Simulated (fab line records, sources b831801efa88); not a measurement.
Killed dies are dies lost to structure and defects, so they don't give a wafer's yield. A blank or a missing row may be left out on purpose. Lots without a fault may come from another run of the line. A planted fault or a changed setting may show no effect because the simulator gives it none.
One fault seen from 2 desks | flow sfq_line | each desk has only its own numbers; what lay behind them comes last

THE METROLOGY DESK
What the gauges read, lot by lot, whatever tool the lot ran on: means of the sampled wafers that have a number. A lot is out of limits, marked OUT, if its mean lies more than 4 standard deviations from the usual mean; the brackets give that distance.
Columns: A = R5_MONX_RS at SFQ_R5_RS_MEAS_933, usual 7.10 ohm/sq; B = R5_MONX_THK at SFQ_R5_THK_MEAS_934, usual 40.1 nm; C = R5_OVL at SFQ_R5_OVL_MEAS_935, usual 1 nm
lot  | first seen here | A    | B    | C
L558 | day 72 06:02    | 7.14 | 39.7 | -2
L559 | day 72 12:04    | 7.06 | 40.3 | -4
L562 | day 72 20:29    | 7.22 | 39.3 | -4
L563 | day 72 23:30    | 7.11 | 39.9 | -3
L568 | day 74 10:37    | 7.09 | 40.1 | -0
L570 | day 74 19:07    | 7.12 | 40.0 | 1
This desk's finding: nothing out of limits on any of the 6 lots.

THE TOOL OWNER'S DESK: rie_metal-02
The tool's own readings at SFQ_TRILAYER_R5_BARC_OPEN_METAL_ETCH_177 (etches BARC in O2, target depth 125 nm, time 41.7 s): means of the sampled wafers that have a number, for each lot that ran on this tool. A lot is out of limits, marked OUT, if its mean lies more than 4 standard deviations from the usual mean; the brackets give that distance.
Columns: A = drypump_motor_current_A at SFQ_TRILAYER_R5_BARC_OPEN_METAL_ETCH_177, usual 5.7 A; B = oes_product_au at SFQ_TRILAYER_R5_BARC_OPEN_METAL_ETCH_177, usual 0.685 a.u.
lot  | first seen here | A   | B
L559 | day 76 05:40    | 6.1 | 0.685
L562 | day 76 16:28    | 5.8 | 0.688
L563 | day 76 20:04    | 6.0 | 0.679
This desk's finding: nothing out of limits on any of the 3 lots.

PUT TOGETHER
The metrology desk saw nothing out of limits.
The tool owner's desk saw nothing out of limits.

WHAT THE SIMULATOR HAD PUT IN
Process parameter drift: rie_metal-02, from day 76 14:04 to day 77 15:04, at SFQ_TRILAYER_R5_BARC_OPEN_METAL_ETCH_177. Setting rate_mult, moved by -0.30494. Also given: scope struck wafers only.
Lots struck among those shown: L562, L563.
